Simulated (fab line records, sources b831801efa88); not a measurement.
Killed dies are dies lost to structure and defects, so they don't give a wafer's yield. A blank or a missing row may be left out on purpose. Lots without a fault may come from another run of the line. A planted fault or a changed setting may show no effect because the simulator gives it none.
fab line records | flow sky130
record lots=6 wafers=17 last_day=50
route steps=708 shown METAL5@671 PASSIVATION@681 PAD_OPEN@694
lots that met no fault: from a run of the same line without faults
start_h: hours from the record's first day to the start of the lot's first wafer shown | wait_h: hours since the lot's step before | " the same as in the row above | L1.1+2: a row that stands for several wafers | - no value, or no start given | * or withheld: withheld | < > ~ a bound
route shown NAME@n: a module of which the file shows steps, and the number in the route of the first | usual: mean/standard deviation of fault-free wafers | same: alike in all rows | chamber/n: place in a boat | sites: the reading at each site | _std_site: their standard deviation | _edge_site: outer sites' mean less inner sites' | radius_mm: how far each site lies from the wafer's centre | mask NAME#n: copy n | behind: the tool/chamber that last shaped the wafer | hold: why the lot was held/for how many hours/how that ended | device: the transistor (n, p or np) that didn't switch | end of line: the same wafers' tests at the end of the route | a step without rows: its recipe alone | killed: dies lost to structure and defects at the first sort, not the wafer's yield | map: a wafer's dies, x killed, . not, _ none there
set.NAME: the setting as run; set.NAME@STEP: as run at that earlier step | model.NAME: the simulator's own value behind a step, which no gauge read
lots at some steps of the route; a table a step, a row a wafer
services: from which hour (start_h, from the record's first day; less than 0 if before it) a tool's chamber was out of use, for how many hours, and why
## steps
# step SKY_METAL5_SOFTBAKE_10
# recipe temp_c=90 time_s=60 resist=NOVOLAK
# step SKY_METAL5_EXPOSE_11
# recipe mask_id=MM5 na=0.6 source_shape=conventional sigma_outer=0.6 polarization=unpolarized target_cd_nm=1600 dose_mj=190
# step SKY_METAL5_PEB_12
# recipe temp_c=withheld time_s=* resist=NOVOLAK
# step SKY_METAL5_DEVELOP_13
# recipe resist=NOVOLAK developer=TMAH develop_time_s=60 dev_temp_c=23
# step SKY_METAL5_DESCUM_14
# recipe chemistry=O2 source_power_w=150 bias_power_w=0 pressure_mtorr=10 temp_c=40 time_s=11
# usual drypump_motor_current_A=6.1/0.35 oes_product_au=0.996/0.013
# columns lot.wafer tool chamber start_h wait_h drypump_motor_current_A oes_product_au rf_hours_counter_h
L695.2 rie_metal-04 0 1026.66 0.1 6.3 1.011 -
L695.3 " 0 " " 6.3 1.002 -
L695.6 " 0 " " 6.3 1.009 -
L697.1 rie_metal-04 0 1068.40 0.1 6.3 1.001 22
L697.2 " 0 " " 6.3 1.002 -
L697.6 " 0 " " 6.3 1.000 -
L706.1 rie_metal-04 1 1095.17 0.1 6.4 0.999 15
L706.5 " 1 " " 6.4 0.995 -
L706.6 " 1 " " 6.4 0.992 -
L707.3 rie_metal-01 1 1100.11 0.1 6.6 1.008 -
L707.6 " 0 " " 5.9 0.966 -
L714.1 rie_metal-04 0 1151.30 0.1 6.3 1.008 4
L714.3 " 1 " " 6.4 0.995 -
L714.4 " 0 " " 6.3 1.005 -
L716.1 rie_metal-01 0 1152.58 0.1 6.0 0.980 25
L716.2 " 1 " " 6.6 1.009 4
L716.4 " 1 " " 6.6 1.006 -
# step SKY_METAL5_METAL_ETCH_15
# recipe target_depth_a=12600 stop_on=SiO2 over_etch_frac=0.2 time_s=252 chemistry=Cl2/BCl3 resist_sidewall_deg=86 pressure_mtorr=10 icp_w=900 bias_w=48.5 Cl2_flow_sccm=60 bcl3_flow_sccm=30
# usual drypump_motor_current_A=6.1/0.35 oes_product_au=0.894/0.0051 throttle_valve_pct=22.266/0.0095
# same over_etch_frac=0.2
# columns lot.wafer tool chamber start_h wait_h drypump_motor_current_A oes_product_au rf_hours_counter_h throttle_valve_pct
L695.2 rie_metal-04 0 1026.80 0.1 6.3 0.886 - 22.263
L695.3 " 0 " " 6.3 0.894 - 22.282
L695.6 " 0 " " 6.3 0.898 - 22.283
L697.1 rie_metal-04 0 1068.47 0.1 6.3 0.893 22 22.274
L697.2 " 0 " " 6.3 0.895 - 22.276
L697.6 " 0 " " 6.3 0.894 - 22.261
L706.1 rie_metal-04 1 1095.24 0.1 6.4 0.892 15 22.262
L706.5 " 1 " " 6.4 0.898 - 22.252
L706.6 " 1 " " 6.4 0.900 - 22.259
L707.3 rie_metal-01 1 1100.21 0.1 6.6 0.900 - 22.283
L707.6 " 0 " " 6.0 0.895 - 22.248
L714.1 rie_metal-04 0 1151.34 0.0 6.3 0.887 4 22.264
L714.3 " 1 " " 6.4 0.900 - 22.274
L714.4 " 0 " " 6.3 0.894 - 22.264
L716.1 rie_metal-01 0 1152.61 0.0 6.0 0.894 25 22.271
L716.2 " 1 " " 6.6 0.899 4 22.287
L716.4 " 1 " " 6.7 0.892 - 22.269
# step SKY_METAL5_STRIP_16
# recipe chemistry=O2/N2 power_w=1400 pressure_mtorr=1500 platen_temp_c=withheld o2_flow_sccm=3000 n2_flow_sccm=300 overash_fraction=0.5
# usual drypump_motor_current_A=5.7/0.5 n2_flow_sccm=300.2/0.78 oes_product_au=0.710/0.0046 strip_time_to_endpoint_s=13.13/0.17
# columns lot.wafer tool chamber start_h wait_h drypump_motor_current_A n2_flow_sccm oes_product_au rf_hours_counter_h strip_time_to_endpoint_s
L695.2 plasma_asher-04 0 1027.19 0.3 6.7 299.7 0.721 116 13.06
L695.3 " 0 " " 6.7 299.1 0.713 - 12.94
L695.6 " 1 " " 5.0 300.8 0.711 - 13.05
L697.1 plasma_asher-02 0 1068.94 0.4 5.6 299.3 0.709 65 13.19
L697.2 " 1 " " 5.7 300.2 0.719 65 13.12
L697.6 " 0 " " 5.6 300.0 0.707 - 13.16
L706.1 plasma_asher-04 0 1095.71 0.4 6.7 300.8 0.706 4 13.02
L706.5 " 1 " " 5.0 299.6 0.713 - 13.13
L706.6 " 0 " " 6.7 301.0 0.713 - 12.98
L707.3 plasma_asher-01 1 1100.40 0.1 5.3 301.0 0.706 - 13.02
L707.6 " 0 " " 6.0 301.2 0.713 - 13.29
L714.1 plasma_asher-02 0 1151.57 0.2 5.7 300.2 0.709 73 13.20
L714.3 " 0 " " 5.7 300.5 0.709 - 13.13
L714.4 " 1 " " 5.7 301.0 0.715 - 13.23
L716.1 plasma_asher-04 1 1152.84 0.2 5.0 300.7 0.707 9 13.37
L716.2 " 0 " " 6.7 299.4 0.709 9 12.95
L716.4 " 1 " " 5.0 301.7 0.703 - 13.00
# step SKY_METAL5_STRIP_17
# recipe chemistry=post_etch_residue_remover time_s=1200 temp_c=72.5
# step SKY_METAL5_CLEAN_18
# recipe chemistry=IPA time_s=180 temp_c=25
# step SKY_METAL5_CLEAN_19
# recipe chemistry=O3/DIW dry=n2_spin
# step SKY_PASSIVATION_CVD_00
# recipe material=SiO2 target_thk_nm=90 temp_c=400 time_s=withheld rf_w=600
# usual heater_power_w=678/100
# columns lot.wafer tool chamber start_h wait_h heater_power_w
L695.2 pecvd-02 1 1027.84 0.0 748
L695.3 " 0 " " 518
L695.6 " 2 " " 674
L697.1 pecvd-01 0 1069.54 0.0 586
L697.2 " 1 " " 830
L697.6 " 2 " " 671
L706.1 pecvd-02 2 1096.30 0.0 548
L706.5 " 0 " " 550
L706.6 " 2 " " 568
L707.3 pecvd-01 2 1101.30 0.0 639
L707.6 " 2 " " 649
L714.1 pecvd-03 2 1152.26 0.0 701
L714.3 " 1 " " 674
L714.4 " 0 " " 723
L716.1 pecvd-02 1 1153.48 0.0 712
L716.2 " 2 " " 636
L716.4 " 1 " " 696
# step SKY_PASSIVATION_THK_MEAS_01
# recipe reads=SiO2_of_PASSIVATION_CVD_00
# usual PASSIVATION_CVD_00_THK=90.2/1.5
# columns lot.wafer tool chamber start_h wait_h PASSIVATION_CVD_00_THK[nm]
L695.2 film_metro-01 - 1027.87 - 89.1
L695.3 " - " " 88.9
L695.6 " - " " 93.3
L697.1 film_metro-04 - 1069.56 - 89.5
L697.2 " - " " 90.8
L697.6 " - " " 91.5
L706.1 film_metro-03 - 1096.32 - 88.9
L706.5 " - " " 87.2
L706.6 " - " " 90.3
L707.3 film_metro-04 - 1101.35 - 90.8
L707.6 " - " " 91.3
L714.1 film_metro-03 - 1152.28 - 87.5
L714.3 " - " " 89.2
L714.4 " - " " 91.4
L716.1 film_metro-03 - 1153.50 - 90.0
L716.2 " - " " 91.4
L716.4 " - " " 91.6
# step SKY_PASSIVATION_CVD_02
# recipe material=Si3N4 target_thk_nm=540 temp_c=400 time_s=withheld rf_w=450
# usual heater_power_w=739/91
# columns lot.wafer tool chamber start_h wait_h heater_power_w model.Si3N4_of_PASSIVATION_CVD_02.thk_nm
L695.2 pecvd-03 2 1027.92 0.0 731 539.5
L695.3 " 1 " " 651 537.6
L695.6 " 0 " " 812 548.4
L697.1 pecvd-03 0 1069.62 0.1 796 529.9
L697.2 " 2 " " 708 529.9
L697.6 " 0 " " 817 542.5
L706.1 pecvd-03 0 1096.38 0.1 734 527.5
L706.5 " 2 " " 795 383
L706.6 " 0 " " 775 532
L707.3 pecvd-03 2 1101.39 0.0 664 381.2
L707.6 " 2 " " 695 542.6
L714.1 pecvd-01 0 1152.34 0.1 713 536.6
L714.3 " 1 " " 941 538.2
L714.4 " 1 " " 802 550.9
L716.1 pecvd-01 1 1153.56 0.1 988 535.7
L716.2 " 2 " " 745 538.1
L716.4 " 0 " " 696 543.3
# step SKY_PASSIVATION_THK_MEAS_03
# recipe reads=Si3N4_of_PASSIVATION_CVD_02
# usual PASSIVATION_CVD_02_THK=537/7.9
# columns lot.wafer tool chamber start_h wait_h PASSIVATION_CVD_02_THK[nm]
L695.2 film_metro-03 - 1028.16 - 540
L695.3 " - " " 538
L695.6 " - " " 548
L697.1 film_metro-03 - 1069.88 - 530
L697.2 " - " " 529
L697.6 " - " " 543
L706.1 film_metro-04 - 1096.61 - 527
L706.5 " - " " 383
L706.6 " - " " 532
L707.3 film_metro-03 - 1101.63 - 381
L707.6 " - " " 542
L714.1 film_metro-03 - 1152.56 - 537
L714.3 " - " " 538
L714.4 " - " " 551
L716.1 film_metro-03 - 1153.79 - 536
L716.2 " - " " 538
L716.4 " - " " 543
# step SKY_PASSIVATION_DEHYDRATE_04
# recipe temp_c=200 time_s=60
# step SKY_PASSIVATION_HMDS_05
# recipe prime_time_s=60 prime_temp_c=120
# step SKY_PASSIVATION_COAT_06
# recipe spin_rpm=2000 resist_thk_nm=3000
# step SKY_PASSIVATION_SOFTBAKE_07
# recipe temp_c=110 time_s=withheld
# step SKY_PASSIVATION_EXPOSE_08
# recipe mask_id=NSM target_cd_nm=3000 na=0.57 dose_mj=260
# step SKY_PASSIVATION_PEB_09
# recipe temp_c=115 time_s=withheld
# step SKY_PASSIVATION_DEVELOP_10
# recipe develop_time_s=60 dev_temp_c=23
# step SKY_PASSIVATION_ETCH_11
# recipe chemistry=CF4/O2 target_depth_nm=725 stop_on=AlCu source_w=800 bias_w=150 pressure_mtorr=150 cf4_flow_sccm=80 O2_flow_sccm=10 time_s=161.1
# usual drypump_motor_current_A=5.8/0.47 oes_product_au=0.975/0.0073 throttle_valve_pct=5.963/0.0094
# columns lot.wafer tool chamber start_h wait_h drypump_motor_current_A oes_product_au rf_hours_counter_h throttle_valve_pct model.PASSIVATION.feature_depth_nm model.etch.depth_nm
L695.2 rie_diel-01 3 1048.92 - 5.1 0.979 5 5.952 703.6 703.6
L695.3 " 0 " " 6.6 0.979 6 5.973 702.6 702.6
L695.6 " 1 " " 6.0 0.989 - 5.971 716.9 716.9
L697.1 rie_diel-02 0 1089.62 - 5.1 0.970 21 5.967 693.6 693.6
L697.2 " 1 " " 5.3 0.970 13 5.968 695.3 695.3
L697.6 " 2 " " 5.7 0.970 - 5.984 708.2 708.2
L706.1 rie_diel-01 0 1117.38 - 6.6 0.979 8 5.949 692.2 692.2
L706.5 " 0 " " 6.5 0.846 - 5.925 545.8 545.8
L706.6 " 1 " " 6.0 0.973 - 5.961 698.1 698.1
L707.3 rie_diel-02 2 1121.12 - 5.7 0.842 16 5.918 545.2 545.2
L707.6 " 3 " " 5.2 0.986 - 5.953 707.6 707.6
L714.1 rie_diel-01 1 1169.02 - 6.0 0.972 14 5.976 698.5 698.5
L714.3 " 0 " " 6.6 0.970 10 5.978 700.9 700.9
L714.4 " 3 " " 5.1 0.987 9 5.969 716.2 716.2
L716.1 rie_diel-01 2 1170.52 - 5.9 0.979 21 5.953 699.4 699.4
L716.2 " 0 " " 6.6 0.978 10 5.972 705.5 705.5
L716.4 " 3 " " 5.1 0.971 9 5.962 710.4 710.4
# step SKY_PASSIVATION_STRIP_12
# recipe chemistry=O2/N2 power_w=1400 pressure_mtorr=1500 platen_temp_c=withheld overash_fraction=0.7 o2_flow_sccm=3000 n2_flow_sccm=300
# usual drypump_motor_current_A=5.81/0.25 n2_flow_sccm=300.0/0.96 oes_product_au=0.661/0.0047 strip_time_to_endpoint_s=31.50/0.13
# columns lot.wafer tool chamber start_h wait_h drypump_motor_current_A n2_flow_sccm oes_product_au rf_hours_counter_h strip_time_to_endpoint_s
L695.2 plasma_asher-01 1 1049.03 0.1 5.34 298.1 0.663 95 31.51
L695.3 " 0 " " 5.99 300.2 0.662 - 31.34
L695.6 " 1 " " 5.35 300.0 0.661 - 31.43
L697.1 plasma_asher-01 0 1089.72 0.1 5.99 298.0 0.667 97 31.39
L697.2 " 1 " " 5.34 299.7 0.653 97 31.57
L697.6 " 0 " " 5.99 299.4 0.661 - 31.45
L706.1 plasma_asher-02 1 1117.48 0.1 5.66 299.2 0.661 70 31.34
L706.5 " 0 " " 5.67 299.6 0.656 - 31.38
L706.6 " 1 " " 5.68 300.5 0.667 - 31.41
L707.3 plasma_asher-03 1 1121.26 0.1 5.76 300.0 0.654 - 31.61
L707.6 " 1 " " 5.77 301.7 0.661 - 31.31
L714.1 plasma_asher-03 0 1169.13 0.1 6.15 301.6 0.659 42 31.61
L714.3 " 1 " " 5.78 299.2 0.662 - 31.60
L714.4 " 0 " " 6.16 301.7 0.663 - 31.50
L716.1 plasma_asher-02 0 1170.63 0.1 5.68 300.1 0.665 74 31.81
L716.2 " 1 " " 5.69 298.9 0.658 74 31.53
L716.4 " 1 " " 5.68 300.5 0.667 - 31.73
# step SKY_PAD_OPEN_DEHYDRATE_00
# recipe temp_c=200 time_s=60
# step SKY_PAD_OPEN_HMDS_01
# recipe prime_time_s=60 prime_temp_c=120
# step SKY_PAD_OPEN_COAT_02
# recipe spin_rpm=2000 resist_thk_nm=3000
# step SKY_PAD_OPEN_SOFTBAKE_03
# recipe temp_c=110 time_s=withheld
# step SKY_PAD_OPEN_EXPOSE_04
# recipe mask_id=PDM target_cd_nm=60000 na=0.57 dose_mj=260
# step SKY_PAD_OPEN_PEB_05
# recipe temp_c=115 time_s=withheld
# step SKY_PAD_OPEN_DEVELOP_06
# recipe develop_time_s=60 dev_temp_c=23
# step SKY_PAD_OPEN_ETCH_07
# recipe chemistry=CF4/O2 target_depth_nm=725 stop_on=AlCu source_w=800 bias_w=150 pressure_mtorr=150 cf4_flow_sccm=80 O2_flow_sccm=10 time_s=161.1
# usual drypump_motor_current_A=5.9/0.37 oes_product_au=0.974/0.0079 throttle_valve_pct=5.964/0.0092
# columns lot.wafer tool chamber start_h wait_h drypump_motor_current_A oes_product_au rf_hours_counter_h throttle_valve_pct model.PAD_OPEN.feature_depth_nm model.etch.depth_nm
L695.2 rie_diel-01 2 1070.77 - 5.9 0.974 17 5.961 703.6 703.6
L695.3 " 0 " " 6.5 0.986 6 5.962 702.6 702.6
L695.6 " 1 " " 6.0 0.975 - 5.980 713.5 713.5
L697.1 rie_diel-04 1 1110.40 - 5.3 0.978 20 5.950 693.6 693.6
L697.2 " 2 " " 6.3 0.978 24 5.962 695.3 695.3
L697.6 " 2 " " 6.3 0.978 - 5.988 708.2 708.2
L706.1 rie_diel-04 2 1136.43 - 6.2 0.966 26 5.961 692.2 692.2
L706.5 " 1 " " 5.3 0.843 - 5.933 545.8 545.8
L706.6 " 2 " " 6.2 0.972 - 5.951 698.1 698.1
L707.3 rie_diel-03 1 1139.88 - 6.3 0.851 20 5.947 545.2 545.2
L707.6 " 2 " " 6.0 0.968 - 5.976 705.4 705.4
L714.1 rie_diel-04 3 1184.55 - 5.5 0.974 18 5.963 698.5 698.5
L714.3 " 1 " " 5.3 0.976 23 5.963 700.9 700.9
L714.4 " 3 " " 5.5 0.993 - 5.962 716.2 716.2
L716.1 rie_diel-04 3 1187.15 - 5.5 0.966 18 5.956 699.4 699.4
L716.2 " 1 " " 5.2 0.981 24 5.961 705.5 705.5
L716.4 " 2 " " 6.2 0.975 - 5.974 710.8 710.8
# step SKY_PAD_OPEN_STRIP_08
# recipe chemistry=O2/N2 power_w=1400 pressure_mtorr=1500 platen_temp_c=withheld overash_fraction=0.7 o2_flow_sccm=3000 n2_flow_sccm=300
# step SKY_PAD_OPEN_STRIP_09
# recipe chemistry=post_etch_residue_remover time_s=1200 temp_c=72.5
# columns lot.wafer tool chamber start_h wait_h model.Si3N4_of_PASSIVATION_CVD_02.thk_nm
L695.2 wet_bench-03 1 1070.97 0.1 539.2
L695.3 " 1 " " 537.2
L695.6 " 1 " " 548
L697.1+2 wet_bench-03 1 1110.74 0.2 529.5
L697.6 " 1 " " 542.1
L706.1 wet_bench-03 0 1136.63 0.1 527.1
L706.5 " 0 " " 382.6
L706.6 " 0 " " 531.7
L707.3 wet_bench-01 0 1140.08 0.0 380.9
L707.6 " 0 " " 542.2
L714.1 wet_bench-03 0 1184.76 0.1 536.2
L714.3 " 0 " " 537.9
L714.4 " 0 " " 550.6
L716.1 wet_bench-03 2 1187.36 0.1 535.3
L716.2 " 2 " " 537.7
L716.4 " 2 " " 542.9
# step SKY_PAD_OPEN_CLEAN_10
# recipe chemistry=IPA time_s=180 temp_c=25
# step SKY_PAD_OPEN_PROBE_99
# usual defect_limited_yield=82.2/1.8 killed_at_M0_to_M3=42/6.1 killed_at_M4_up=3.3/1.7 killed_at_contacts=25/5.4 killed_at_front_end=16/4.6 killed_at_other=0.4/0.55 killed_dies=87/8.8 killed_open=47/7.1 killed_short=40/5.8 sort_bin_3_pad_short=0.9/0.45 sort_bin_5_function=10.7/1.4 sort_bin_6_memory=6.2/1.2 sort_n_pass=405/8.8 sort_yield_pct=82.2/1.8
# same gross_dies=492 killed_at_back_side=0 sort_bin_4_leakage[%]=0 sort_bin_8_speed[%]=0
# columns lot.wafer tool chamber start_h wait_h defect_limited_yield[%] killed_at_M0_to_M3 killed_at_M4_up killed_at_contacts killed_at_front_end killed_at_other killed_dies killed_open killed_short sort_bin_3_pad_short[%] sort_bin_5_function[%] sort_bin_6_memory[%] sort_n_pass sort_yield_pct[%]
L695.3 prober-02 - 1073.21 0.2 82.7 40 2 31 12 0 85 45 40 0.6 12.2 4.5 407 82.7
L695.6 prober-02 - 1073.36 0.2 81.5 51 3 22 15 0 91 52 39 1.6 9.8 7.1 401 81.5
L697.1 prober-02 - 1112.85 0.1 83.7 38 0 24 18 0 80 47 31 1.0 9.8 5.5 412 83.7
L697.2 prober-02 - 1112.90 0.1 78.7 54 3 32 16 0 105 59 46 1.2 12.2 7.9 387 78.7
L697.6 prober-02 - 1113.10 0.2 81.9 39 3 28 19 0 89 51 38 1.2 11.6 5.3 403 81.9
L706.1 prober-02 - 1138.85 0.2 85.8 37 2 21 10 0 70 34 36 0.4 8.5 5.3 422 85.8
L706.5 prober-02 - 1139.05 0.3 81.9 45 6 28 10 0 89 53 36 0.4 10.6 7.1 403 81.9
L706.6 prober-02 - 1139.10 0.4 81.9 42 3 31 13 0 89 40 49 0.8 11.6 5.7 403 81.9
L716.1 prober-02 - 1189.95 0.1 83.7 42 2 22 13 1 80 39 41 0.8 8.9 6.5 412 83.7
L716.2 prober-02 - 1190.00 0.1 80.5 47 1 29 18 1 96 59 36 1.4 12.6 5.5 396 80.5
L716.4 prober-02 - 1190.10 0.2 85.0 41 2 18 13 0 74 39 35 0.8 9.8 4.5 418 85.0
# killed by level:class
L695.3 CONTACT:geometric_particle:open=13 VIA1:geometric_particle:open=11 LOCAL_INTERCONNECT:geometric_particle:short=7 LI_CONTACT:geometric_particle:open=6 METAL1:geometric_particle:short=6 VIA2:geometric_particle:open=5 VIA1:geometric_particle:short=5 CONTACT:geometric_particle:short=4
L695.6 VIA3:geometric_particle:open=11 CONTACT:geometric_particle:open=9 VIA2:geometric_particle:open=9 METAL2:geometric_particle:short=7 LI_CONTACT:geometric_particle:open=6 METAL1:geometric_particle:short=5 VIA1:geometric_particle:short=5 VIA1:geometric_particle:open=5
L697.1 CONTACT:geometric_particle:open=11 VIA1:geometric_particle:open=7 LI_CONTACT:geometric_particle:open=6 VIA3:geometric_particle:open=5 POLY_GATE:geometric_particle:short=5 VIA1:geometric_particle:short=5 POLY_GATE:geometric_particle:open=4 METAL2:geometric_particle:short=4
L697.2 VIA2:geometric_particle:open=14 LI_CONTACT:geometric_particle:open=10 VIA1:geometric_particle:open=10 CONTACT:geometric_particle:open=9 METAL2:geometric_particle:short=8 VIA3:geometric_particle:open=8 CONTACT:geometric_particle:short=7 VIA1:geometric_particle:short=7
L697.6 CONTACT:geometric_particle:open=16 VIA3:geometric_particle:open=7 METAL1:geometric_particle:short=6 VIA1:geometric_particle:open=6 LI_CONTACT:geometric_particle:open=5 VIA1:geometric_particle:short=5 FIELD_ISO:geometric_particle:open=4 FIELD_ISO:geometric_particle:short=4
L706.1 METAL2:geometric_particle:short=8 CONTACT:geometric_particle:open=8 VIA1:geometric_particle:open=7 VIA3:geometric_particle:open=6 LI_CONTACT:geometric_particle:open=5 LOCAL_INTERCONNECT:geometric_particle:short=4 METAL3:geometric_particle:short=4 FIELD_ISO:geometric_particle:short=3
L706.5 VIA1:geometric_particle:open=15 VIA1:geometric_particle:short=7 VIA3:geometric_particle:open=7 CONTACT:geometric_particle:open=7 LI_CONTACT:geometric_particle:open=6 LOCAL_INTERCONNECT:geometric_particle:short=6 CONTACT:geometric_particle:short=5 VIA2:geometric_particle:open=5
L706.6 VIA1:geometric_particle:open=13 CONTACT:geometric_particle:open=9 METAL2:geometric_particle:short=9 VIA1:geometric_particle:short=9 LI_CONTACT:geometric_particle:short=7 LI_CONTACT:geometric_particle:open=5 CONTACT:geometric_particle:short=5 POLY_GATE:geometric_particle:open=4
L716.1 CONTACT:geometric_particle:open=9 FIELD_ISO:geometric_particle:open=6 LI_CONTACT:geometric_particle:open=6 METAL1:geometric_particle:short=6 CONTACT:geometric_particle:short=5 METAL2:geometric_particle:short=5 VIA1:geometric_particle:short=5 VIA1:geometric_particle:open=5
L716.2 VIA2:geometric_particle:open=14 CONTACT:geometric_particle:open=10 FIELD_ISO:geometric_particle:open=9 LI_CONTACT:geometric_particle:open=8 VIA1:geometric_particle:open=7 METAL1:geometric_particle:short=7 CONTACT:geometric_particle:short=6 VIA3:geometric_particle:open=6
L716.4 VIA1:geometric_particle:open=9 METAL1:geometric_particle:short=7 CONTACT:geometric_particle:open=7 LOCAL_INTERCONNECT:geometric_particle:short=5 VIA2:geometric_particle:open=5 FIELD_ISO:geometric_particle:open=4 METAL2:geometric_particle:short=4 SPACER:geometric_particle:open=3
## services
# columns tool chamber start_h hours kind
wet_bench-03 - 1006.93 1.9 pm
pecvd-03 - 1019.98 0.8 repair
rie_diel-04 1 1020.80 5.2 repair
rie_metal-04 1 1023.15 48.3 repair
rie_diel-04 3 1023.52 9.2 repair
rie_diel-01 2 1025.73 1.3 repair
plasma_asher-04 - 1036.24 4.3 repair
rie_diel-04 - 1043.00 2.8 pm
plasma_asher-04 - 1055.25 9.0 pm
rie_metal-01 - 1056.73 2.8 pm
plasma_asher-01 - 1060.66 14.6 pm
rie_metal-01 1 1073.70 4.2 repair
plasma_asher-02 - 1077.93 4.4 repair
plasma_asher-04 - 1086.36 1.0 repair
pecvd-01 2 1111.11 20.7 repair
rie_metal-04 - 1119.94 0.1 repair
rie_diel-01 2 1126.45 1.9 repair
rie_diel-01 - 1145.53 0.5 repair
pecvd-01 2 1146.26 2.8 repair
rie_diel-04 1 1166.39 2.8 repair
rie_metal-01 - 1168.08 1.0 repair
rie_diel-04 3 1168.27 4.2 repair
rie_metal-04 - 1176.15 1.4 pm
rie_diel-01 - 1187.11 2.8 pm
## key
first_sign step=SKY_PASSIVATION_THK_MEAS_03 reading=PASSIVATION_CVD_02_THK direction=down sigmas=20 usual=537 struck=382
effect step=SKY_PASSIVATION_ETCH_11 reading=oes_product_au direction=down sigmas=18 usual=0.975 struck=0.844
effect step=SKY_PAD_OPEN_ETCH_07 reading=oes_product_au direction=down sigmas=16 usual=0.974 struck=0.847
model_effect step=SKY_PASSIVATION_CVD_02 value=Si3N4_of_PASSIVATION_CVD_02.thk_nm without=522.5 struck=382.1
model_effect step=SKY_PASSIVATION_ETCH_11 value=PASSIVATION.feature_depth_nm without=685.9 struck=545.5
model_effect step=SKY_PAD_OPEN_ETCH_07 value=PAD_OPEN.feature_depth_nm without=685.9 struck=545.5
model_effect step=SKY_PAD_OPEN_STRIP_09 value=Si3N4_of_PASSIVATION_CVD_02.thk_nm without=522.2 struck=381.7
met_at SKY_PASSIVATION_CVD_02
struck_wafers L706.5,L707.3
onset_between 1069.62 1096.38
fault kind=process_parameter_drift tool=pecvd-03 chamber=- onset_h=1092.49 steps=SKY_PASSIVATION_CVD_02 channel=target_thk_nm offset=-140.43 shape=step end_h=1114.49 scope=struck_wafers_only acts_in=these_recipes_only stated=540
